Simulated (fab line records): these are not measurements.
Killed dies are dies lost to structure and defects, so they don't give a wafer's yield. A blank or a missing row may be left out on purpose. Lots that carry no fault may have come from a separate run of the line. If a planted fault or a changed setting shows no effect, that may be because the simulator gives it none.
fab line records    flow gf180mcu
record: lots: 12  wafers: 36  last-day: 34
route steps=602 shown MVPSD@86 DUAL_GATE@154 HV_LDD@183
lots that met no fault: taken from a fault-free run of the same line
start-h: start of the lot's first displayed wafer, in hours after the record's first day    wait-h: time in hours since the lot's previous step    " as in the row above    L1.1+2: several wafers, shown together as one row    - value missing, or start not given    * or withheld: withheld    < > ~ a bound
route shown NAME@n: names a module that has steps shown in the file, with the first one's number in the route    usual: mean/standard deviation of fault-free wafers    same: alike in all rows    chamber/n: place in a boat    sites: the reading at each site    _std_site: standard deviation across them    _edge_site: the outer-site mean with the inner-site mean subtracted    radius-mm: for every site, how far away it sits from the centre of the wafer    mask NAME#n: copy n    behind: tool/chamber where the wafer was last shaped    hold: reason for holding the lot/hours on hold/outcome of the hold    device: transistor that didn't switch, given as n, p or np    end of line: the tests these same wafers got at the end of their route    a step given without rows: its recipe and nothing more    killed: at the first sort, the dies lost to defects and structure; wafer yield is something else    map: the dies of a wafer, with x for killed, . for not killed, _ for no die there
set.NAME: setting as actually run; set.NAME@STEP: the setting as run at that earlier step    model.NAME: the simulator's own value behind a step, which no gauge read
route steps across a sampled set of lots; one table per step, one row per wafer
services: a tool's chamber out of use, with start hour (start-h, from the record's first day; less than 0 if before it), hours out, and reason
== steps ==
step: GF_MVPSD_IMPLANT_08
recipe: species: B  energy-kev: 170  dose-cm2: 1.5e+13  tilt-deg: 0
usual: beam-on-s: 9.99/0.21  tilt-deg: -0.002/0.022
lot.wafer  tool          chamber  start-h  wait-h  beam-on-s  tilt-deg
L591.2     implanter-01  0        103.14   0.0     9.57       -0.008
L591.3     "             0        "        "       10.11      0.008
L591.4     "             0        "        "       10.26      -0.001
L593.1     implanter-04  0        109.33   0.0     9.91       0.025
L593.2     "             0        "        "       10.25      0.021
L593.6     "             0        "        "       10.30      0.027
L594.1     implanter-04  0        115.01   0.0     9.56       -0.042
L594.2     "             0        "        "       9.54       -0.020
L594.3     "             0        "        "       10.01      0.004
L597.2     implanter-02  0        139.98   0.0     9.99       0.019
L597.3     "             0        "        "       10.46      0.010
L597.5     "             0        "        "       10.22      0.006
L598.1     implanter-04  0        141.68   0.0     10.09      -0.037
L598.2     "             0        "        "       10.03      -0.035
L598.5     "             0        "        "       10.14      -0.048
L602.2     implanter-04  0        165.09   0.0     9.97       4.739
L602.4     "             0        "        "       9.94       4.726
L602.6     "             0        "        "       10.09      4.727
L604.2     implanter-04  0        174.37   0.0     10.11      4.719
L604.3     "             0        "        "       9.91       4.749
L604.5     "             0        "        "       9.75       4.728
L605.3     implanter-02  0        180.11   0.1     9.98       0.004
L605.5     "             0        "        "       10.37      0.001
L605.6     "             0        "        "       10.09      0.016
L608.2     implanter-01  0        201.42   0.0     9.65       -0.019
L608.4     "             0        "        "       10.24      -0.037
L608.5     "             0        "        "       9.76       -0.020
L609.3     implanter-02  0        201.87   0.1     9.70       0.003
L609.4     "             0        "        "       10.14      0.004
L609.5     "             0        "        "       9.67       -0.030
L612.1     implanter-02  0        224.52   0.0     9.98       0.010
L612.3     "             0        "        "       10.00      0.005
L612.4     "             0        "        "       9.84       0.026
L613.1     implanter-02  0        229.20   0.0     10.09      0.009
L613.3     "             0        "        "       10.59      -0.004
L613.6     "             0        "        "       10.02      -0.015
step: GF_MVPSD_TW_MEAS_11
usual: MVPSD_TW: 556/3.1
lot.wafer  tool           chamber  start-h  wait-h  MVPSD_TW
L591.2     film-metro-02  -        103.52   0.1     552
L591.3     "              -        "        "       554
L591.4     "              -        "        "       554
L593.1     film-metro-04  -        109.73   0.1     558
L593.2     "              -        "        "       554
L593.6     "              -        "        "       554
L594.1     film-metro-04  -        115.41   0.1     559
L594.2     "              -        "        "       555
L594.3     "              -        "        "       555
L597.2     film-metro-02  -        140.36   0.1     555
L597.3     "              -        "        "       555
L597.5     "              -        "        "       556
L598.1     film-metro-04  -        142.08   0.1     550
L598.2     "              -        "        "       551
L598.5     "              -        "        "       552
L602.2     film-metro-02  -        165.47   0.1     610
L602.4     "              -        "        "       609
L602.6     "              -        "        "       612
L604.2     film-metro-04  -        174.76   0.1     613
L604.3     "              -        "        "       609
L604.5     "              -        "        "       612
L605.3     film-metro-01  -        180.48   0.1     561
L605.5     "              -        "        "       561
L605.6     "              -        "        "       562
L608.2     film-metro-01  -        201.81   0.1     556
L608.4     "              -        "        "       559
L608.5     "              -        "        "       555
L609.3     film-metro-02  -        202.24   0.1     556
L609.4     "              -        "        "       551
L609.5     "              -        "        "       552
L612.1     film-metro-04  -        224.92   0.1     557
L612.3     "              -        "        "       557
L612.4     "              -        "        "       556
L613.1     film-metro-01  -        229.60   0.1     556
L613.3     "              -        "        "       561
L613.6     "              -        "        "       553
step: GF_VT_IMPLANT_RS_MEAS_49
recipe: thk-meas-gauge: four-point-probe
usual: MVPSD_RS: 1168/3.2
lot.wafer  tool           chamber  start-h  wait-h  MVPSD_RS[ohm/sq]
L591.2     film-metro-04  -        165.50   0.1     1165
L591.3     "              -        "        "       1165
L591.4     "              -        "        "       1162
L593.1     film-metro-01  -        173.26   0.1     1163
L593.2     "              -        "        "       1165
L593.6     "              -        "        "       1160
L594.1     film-metro-01  -        178.92   0.1     1165
L594.2     "              -        "        "       1168
L594.3     "              -        "        "       1166
L597.2     film-metro-02  -        206.43   0.1     1165
L597.3     "              -        "        "       1165
L597.5     "              -        "        "       1165
L598.1     film-metro-01  -        208.53   0.1     1167
L598.2     "              -        "        "       1169
L598.5     "              -        "        "       1166
L602.2     film-metro-04  -        236.19   0.1     1364
L602.4     "              -        "        "       1365
L602.6     "              -        "        "       1365
L604.2     film-metro-02  -        246.33   0.1     1362
L604.3     "              -        "        "       1361
L604.5     "              -        "        "       1365
L605.3     film-metro-01  -        252.88   0.1     1165
L605.5     "              -        "        "       1167
L605.6     "              -        "        "       1165
L608.2     film-metro-02  -        276.80   0.1     1173
L608.4     "              -        "        "       1173
L608.5     "              -        "        "       1173
L609.3     film-metro-01  -        277.46   0.1     1169
L609.4     "              -        "        "       1169
L609.5     "              -        "        "       1169
L612.1     film-metro-02  -        302.68   0.1     1172
L612.3     "              -        "        "       1172
L612.4     "              -        "        "       1172
L613.1     film-metro-04  -        307.28   0.1     1171
L613.3     "              -        "        "       1171
L613.6     "              -        "        "       1168
step: GF_DUAL_GATE_STRIP_13
recipe: chemistry: O2/N2  power-w: 1400  pressure-mtorr: 1500  platen-temp-c: 250  o2-flow-sccm: 3000  n2-flow-sccm: 300  overash-fraction: 0.5
usual: drypump-motor-current-A: 5.6/0.36  heater-power-w: 346/21  n2-flow-sccm: 299.9/0.9  oes-product-au: 0.716/0.0044  platen-temp-c: 249.97/0.17  strip-time-to-endpoint-s: 12.63/0.03
same: overash-fraction: 0.5
lot.wafer  tool             chamber  start-h  wait-h  drypump-motor-current-A  heater-power-w  n2-flow-sccm  oes-product-au  platen-temp-c  rf-hours-counter-h  strip-time-to-endpoint-s
L591.2     plasma-asher-04  1        184.02   0.0     5.7                      329             300.4         0.716           250.10         51                  12.66
L591.3     "                0        "        "       5.8                      363             298.3         0.716           249.79         -                   12.64
L591.4     "                1        "        "       5.7                      324             299.4         0.715           249.93         -                   12.65
L593.1     plasma-asher-04  1        190.96   0.0     5.8                      327             299.6         0.712           250.09         52                  12.68
L593.2     "                0        "        "       5.8                      348             300.0         0.709           249.97         52                  12.65
L593.6     "                0        "        "       5.8                      345             299.8         0.712           249.83         -                   12.72
L594.1     plasma-asher-04  0        197.47   0.0     5.8                      347             300.3         0.720           249.95         53                  12.61
L594.2     "                1        "        "       5.8                      328             300.8         0.722           249.78         53                  12.69
L594.3     "                0        "        "       5.8                      344             299.1         0.715           250.22         -                   12.59
L597.2     plasma-asher-01  0        226.13   0.0     4.8                      335             300.1         0.719           249.98         57                  12.67
L597.3     "                0        "        "       4.8                      339             299.2         0.719           249.94         -                   12.67
L597.5     "                1        "        "       5.9                      330             300.5         0.722           250.05         -                   12.62
L598.1     plasma-asher-01  0        227.81   0.0     4.8                      329             301.1         0.725           250.10         57                  12.66
L598.2     "                1        "        "       5.9                      340             299.1         0.711           250.29         57                  12.65
L598.5     "                1        "        "       5.9                      337             298.9         0.713           250.02         -                   12.61
L602.2     plasma-asher-03  1        256.82   0.0     5.7                      342             299.4         0.713           250.16         48                  12.62
L602.4     "                1        "        "       5.7                      345             297.8         0.713           250.12         -                   12.60
L602.6     "                1        "        "       5.7                      346             298.9         0.724           249.89         -                   12.59
L604.2     plasma-asher-03  0        267.68   0.0     5.5                      383             298.8         0.711           250.00         49                  12.61
L604.3     "                0        "        "       5.5                      395             298.4         0.717           250.06         -                   12.60
L604.5     "                1        "        "       5.7                      341             300.0         0.718           249.81         -                   12.62
L605.3     plasma-asher-03  1        273.49   0.0     5.7                      343             298.5         0.714           250.03         -                   12.58
L605.5     "                1        "        "       5.6                      350             300.0         0.708           250.13         -                   12.57
L605.6     "                0        "        "       5.6                      387             299.7         0.712           249.94         -                   12.62
L608.2     plasma-asher-03  1        303.68   0.0     5.7                      350             299.1         0.709           249.63         53                  12.63
L608.4     "                0        "        "       5.5                      385             301.1         0.716           250.05         -                   12.67
L608.5     "                1        "        "       5.7                      347             298.4         0.716           249.76         -                   12.65
L609.3     plasma-asher-04  0        304.34   0.0     5.8                      348             299.1         0.715           249.97         -                   12.67
L609.4     "                1        "        "       5.7                      327             300.1         0.722           250.16         -                   12.69
L609.5     "                1        "        "       5.7                      322             301.1         0.719           250.04         -                   12.69
L612.1     plasma-asher-04  1        324.57   0.0     5.7                      327             300.7         0.717           250.03         66                  12.61
L612.3     "                1        "        "       5.7                      333             301.5         0.722           249.95         -                   12.58
L612.4     "                0        "        "       5.8                      353             299.5         0.712           250.00         -                   12.63
L613.1     plasma-asher-03  1        329.70   0.0     5.7                      344             301.4         0.718           249.94         56                  12.68
L613.3     "                0        "        "       5.6                      384             300.5         0.718           249.94         -                   12.62
L613.6     "                1        "        "       5.7                      345             299.3         0.718           249.84         -                   12.66
step: GF_HV_LDD_CD_MEAS_07
recipe: target-cd-nm: 400
usual: cd-nm: 399/3
lot.wafer  tool       chamber  start-h  wait-h  cd-nm
L591.2     cd-sem-01  -        224.90   0.2     401
L591.3     "          -        "        "       401
L591.4     "          -        "        "       400
L593.1     cd-sem-02  -        232.36   0.2     399
L593.2     "          -        "        "       398
L593.6     "          -        "        "       398
L594.1     cd-sem-02  -        237.47   0.1     397
L594.2     "          -        "        "       397
L594.3     "          -        "        "       399
L597.2     cd-sem-01  -        268.96   0.1     400
L597.3     "          -        "        "       403
L597.5     "          -        "        "       401
L598.1     cd-sem-01  -        272.06   0.1     401
L598.2     "          -        "        "       401
L598.5     "          -        "        "       402
L602.2     cd-sem-02  -        305.84   0.1     403
L602.4     "          -        "        "       403
L602.6     "          -        "        "       405
L604.2     cd-sem-01  -        313.14   0.1     398
L604.3     "          -        "        "       397
L604.5     "          -        "        "       398
L605.3     cd-sem-01  -        320.43   0.2     398
L605.5     "          -        "        "       400
L605.6     "          -        "        "       399
L608.2     cd-sem-01  -        352.29   0.1     402
L608.4     "          -        "        "       403
L608.5     "          -        "        "       403
L609.3     cd-sem-01  -        353.20   0.1     398
L609.4     "          -        "        "       400
L609.5     "          -        "        "       397
L612.1     cd-sem-01  -        375.36   0.1     399
L612.3     "          -        "        "       399
L612.4     "          -        "        "       397
L613.1     cd-sem-02  -        378.19   0.1     399
L613.3     "          -        "        "       402
L613.6     "          -        "        "       400
step: GF_HV_LDD_TW_MEAS_50
usual: HV_LDD_4_TW: 572/3.1
lot.wafer  tool           chamber  start-h  wait-h  HV_LDD_4_TW
L591.2     film-metro-01  -        283.88   0.1     571
L591.3     "              -        "        "       573
L591.4     "              -        "        "       574
L593.1     film-metro-04  -        292.44   0.1     571
L593.2     "              -        "        "       568
L593.6     "              -        "        "       571
L594.1     film-metro-01  -        296.94   0.1     573
L594.2     "              -        "        "       576
L594.3     "              -        "        "       574
L597.2     film-metro-01  -        330.30   0.1     569
L597.3     "              -        "        "       569
L597.5     "              -        "        "       571
L598.1     film-metro-02  -        333.49   0.1     569
L598.2     "              -        "        "       571
L598.5     "              -        "        "       575
L602.2     film-metro-01  -        373.03   0.1     577
L602.4     "              -        "        "       576
L602.6     "              -        "        "       575
L604.2     film-metro-02  -        380.63   0.1     572
L604.3     "              -        "        "       573
L604.5     "              -        "        "       572
L605.3     film-metro-02  -        388.34   0.1     572
L605.5     "              -        "        "       568
L605.6     "              -        "        "       570
L608.2     film-metro-04  -        423.75   0.1     569
L608.4     "              -        "        "       568
L608.5     "              -        "        "       565
L609.3     film-metro-01  -        424.14   0.1     572
L609.4     "              -        "        "       575
L609.5     "              -        "        "       577
L612.1     film-metro-04  -        448.08   0.1     565
L612.3     "              -        "        "       566
L612.4     "              -        "        "       571
L613.1     film-metro-02  -        451.42   0.1     569
L613.3     "              -        "        "       571
L613.6     "              -        "        "       570
== services ==
tool             chamber  start-h  hours  kind
implanter-01     -        84.19    3.8    repair
plasma-asher-04  -        111.14   4.3    pm
implanter-01     -        120.24   1.1    repair
implanter-02     -        121.30   5.0    pm
implanter-04     -        176.15   6.6    pm
plasma-asher-04  -        193.92   1.0    repair
plasma-asher-04  -        222.60   1.4    repair
implanter-04     -        246.87   8.5    repair
implanter-04     -        276.51   6.8    repair
implanter-01     -        281.00   4.9    repair
implanter-04     -        282.00   5.5    repair
implanter-04     -        297.93   1.2    repair
implanter-04     -        298.33   2.4    repair
implanter-02     -        303.87   2.4    repair
implanter-04     -        304.22   4.8    pm
implanter-01     -        314.29   4.8    pm
== key ==
first-sign: step: GF_MVPSD_IMPLANT_08  reading: tilt-deg  direction: up  sigmas: 99+  usual: -0.002  struck: 4.731
effect: step: GF_MVPSD_TW_MEAS_11  reading: MVPSD_TW  direction: up  sigmas: 18  usual: 556  struck: 611
effect: step: GF_VT_IMPLANT_RS_MEAS_49  reading: MVPSD_RS  direction: up  sigmas: 60  usual: 1168  struck: 1364
met-at GF_MVPSD_IMPLANT_08
struck-lots L602,L604
tester-left-out L602,L604
not-acting-at GF_DUAL_GATE_STRIP_13,GF_HV_LDD_CD_MEAS_07,GF_HV_LDD_TW_MEAS_50
onset-between 141.68 165.09
fault: kind: process-parameter-drift  tool: implanter-04  chamber: -  onset-h: 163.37  steps: GF_MVPSD_IMPLANT_08  channel: tilt-deg  offset: 4.7434  shape: step  end-h: 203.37  acts-in: these-recipes-only  stated: 0
tester-left-out: of these lots the tester's yield and bins aren't shown, on N5 and GAA mostly nor the transistor test; their killed dies are dies lost to structure and defects alone, not to doping, threshold or leakage, so they don't give the yield
